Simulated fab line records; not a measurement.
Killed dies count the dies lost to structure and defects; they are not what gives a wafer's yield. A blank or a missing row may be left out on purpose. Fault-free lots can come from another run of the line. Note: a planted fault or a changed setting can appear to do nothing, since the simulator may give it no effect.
Which of the tools did it? ; flow gf180mcu ; 42 wafers from 14 lots sampled at 5 of the route's 602 steps

## WHAT THE GAUGES READ, wafer by wafer
GF_HV_LDD_CD_MEAS_31: target cd 400 nm.
lot;measured;on;cdNm (nm)
L912;day 12 08:25;cdSem-02;400.3 401.6 397.1
L913;day 12 12:28;cdSem-02;401.4 399.0 401.8
L914;day 13 00:44;cdSem-01;400.9 398.3 402.9
L915;day 13 03:46;cdSem-02;397.2 401.0 400.4
L917;day 13 15:37;cdSem-02;395.6 398.0 397.3
L918;day 14 02:25;cdSem-01;397.4 397.8 397.9
L922;day 15 11:14;cdSem-01;401.3 399.4 402.3
L923;day 15 21:20;cdSem-02;399.2 401.0 401.2
L925;day 16 10:59;cdSem-01;398.2 396.5 396.6
L927;day 17 01:46;cdSem-01;396.9 400.3 400.1
L928;day 17 12:49;cdSem-01;400.1 401.8 399.5
L929;day 17 17:17;cdSem-01;404.0 402.5 405.0
L932;day 18 14:11;cdSem-02;397.8 399.8 402.9
L933;day 19 02:28;cdSem-01;399.0 398.0 399.4

GF_HV_LDD_THK_MEAS_57.
lot;measured;on;HV_LDD_CVD_56_THK (nm)
L912;day 13 07:54;filmMetro-04;88.7 89.2 88.8
L913;day 13 11:54;filmMetro-01;90.1 89.7 90.7
L914;day 14 00:19;filmMetro-03;88.9 89.3 88.3
L915;day 14 06:13;filmMetro-01;91.9 91.9 91.8
L917;day 14 17:10;filmMetro-04;89.0 89.4 89.5
L918;day 15 03:07;filmMetro-03;91.0 90.4 91.0
L922;day 16 13:18;filmMetro-04;89.7 89.9 90.6
L923;day 16 23:06;filmMetro-04;88.6 88.7 89.2
L925;day 17 14:22;filmMetro-03;90.6 90.0 90.1
L927;day 18 05:41;filmMetro-04;90.3 89.1 89.6
L928;day 18 16:59;filmMetro-04;91.7 92.3 92.0
L929;day 18 21:05;filmMetro-03;88.7 88.9 89.4
L932;day 19 18:12;filmMetro-01;88.2 89.4 89.7
L933;day 20 06:03;filmMetro-04;92.1 91.7 91.5

GF_NSD_CD_MEAS_07: target cd 400 nm.
lot;measured;on;cdNm (nm)
L912;day 14 04:05;cdSem-01;398.2 398.0 401.2
L913;day 14 08:48;cdSem-02;401.5 400.4 401.3
L914;day 14 21:10;cdSem-02;398.9 398.5 398.9
L915;day 15 02:39;cdSem-01;401.7 399.6 399.2
L917;day 15 15:05;cdSem-02;402.5 402.1 401.3
L918;day 16 01:59;cdSem-02;399.1 399.0 401.2
L922;day 17 12:38;cdSem-02;408.1 408.5 407.3
L923;day 17 21:56;cdSem-01;396.7 397.8 399.6
L925;day 18 13:44;cdSem-01;411.5 412.4 408.6
L927;day 19 06:12;cdSem-01;402.6 400.2 398.0
L928;day 19 17:38;cdSem-02;401.5 403.0 403.0
L929;day 19 21:02;cdSem-01;401.9 401.6 400.7
L932;day 20 18:37;cdSem-02;401.9 401.3 402.4
L933;day 21 06:13;cdSem-01;397.8 400.5 396.6

GF_SAB_OVL_MEAS_10.
lot;measured;on;SAB_OVL (nm)
L912;day 15 23:40;overlay-02;1.1 -1.4 0.0
L913;day 16 04:39;overlay-02;0.2 -0.2 -0.3
L914;day 16 17:28;overlay-02;0.0 -1.5 1.1
L915;day 17 01:36;overlay-02;0.5 0.0 0.2
L917;day 17 13:15;overlay-01;-0.3 -2.2 0.7
L918;day 18 00:57;overlay-01;-1.6 0.4 -1.7
L922;day 19 13:32;overlay-02;-0.3 -0.4 -1.5
L923;day 20 00:14;overlay-01;0.3 -1.3 -0.7
L925;day 20 14:43;overlay-02;0.1 1.1 -0.4
L927;day 21 08:27;overlay-01;-0.6 -1.4 -1.7
L928;day 21 19:26;overlay-01;0.1 -0.2 0.4
L929;day 21 22:09;overlay-01;-2.5 0.3 0.6
L932;day 22 19:11;overlay-01;-0.9 -1.7 -2.0
L933;day 23 06:24;overlay-02;-0.6 0.6 0.4

## WHICH TOOL RAN EACH LOT (tool, then ch and the chambers of the sampled wafers, then the start)
lot;GF_NSD_DEVELOP_06
L912;lithoTrack-01 ch 0, day 14 03:57
L913;lithoTrack-02 ch 0, day 14 08:40
L914;lithoTrack-02 ch 0, day 14 21:02
L915;lithoTrack-02 ch 0, day 15 02:31
L917;lithoTrack-03 ch 0, day 15 14:48
L918;lithoTrack-02 ch 0, day 16 01:50
L922;lithoTrack-03 ch 0, day 17 12:29
L923;lithoTrack-02 ch 0, day 17 21:47
L925;lithoTrack-03 ch 0, day 18 13:35
L927;lithoTrack-02 ch 0, day 19 06:04
L928;lithoTrack-02 ch 0, day 19 17:29
L929;lithoTrack-02 ch 0, day 19 20:53
L932;lithoTrack-01 ch 0, day 20 18:28
L933;lithoTrack-01 ch 0, day 21 06:04
- GF_NSD_DEVELOP_06: develop time 60 s.

## AS READ BY THE TOOLS THEMSELVES (means over the sampled wafers that have a number; for cases with no such wafer, the mark the record gives instead)
GF_NSD_DEVELOP_06.
lot;tool;exhaustPa (Pa)
L912;lithoTrack-01;43.9
L913;lithoTrack-02;43.2
L914;lithoTrack-02;43.6
L915;lithoTrack-02;45.5
L917;lithoTrack-03;45.5
L918;lithoTrack-02;45.3
L922;lithoTrack-03;44.8
L923;lithoTrack-02;45.0
L925;lithoTrack-03;44.7
L927;lithoTrack-02;45.9
L928;lithoTrack-02;44.6
L929;lithoTrack-02;45.6
L932;lithoTrack-01;45.2
L933;lithoTrack-01;44.9

## THE ANSWER, worked out from the rows above alone
Rule: what is usual is taken from the lots themselves. Put in order of their means at a reading, lots are off if they are a third of the lots or fewer, leave a main group of 4 or more, and stand apart from it by a gap of 3 or more times the standard deviation of the main group's means; of several such gaps the widest counts. Not used: any main group whose means are identical at the precision the tables above print for the reading. Also off: a lot with no number at a reading for which 4 or more lots have one. All remaining lots with rows at the step are treated as sound. After the gauges, taken in route order, come the tools' own readings; for these a lot's mean is taken, as printed above. The first step at which some lot is off is used, and at that step the reading that is off furthest; a lot without a number counts as furthest.
Off: L922, L925 (GF_NSD_CD_MEAS_07, cdNm). The main group has a mean of 400.3 nm with a standard deviation of 1.4.
A tool fits if, at a process step before that reading, it ran every lot that is off, and no sound lot after the first of them. The gauges at GF_NSD_CD_MEAS_07 are tried like those tools. One fits: GF_NSD_DEVELOP_06 on lithoTrack-03. A fault onset in the window from L917 (day 15 14:48, its last sound lot) to L922 (day 17 12:29, its first lot off) fits.

## WHAT THE SIMULATOR PUT IN
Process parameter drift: lithoTrack-03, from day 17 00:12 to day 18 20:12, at GF_NSD_DEVELOP_06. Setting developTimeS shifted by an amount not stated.
Shown lots that were struck: L922, L925. Same finding as the rule above.
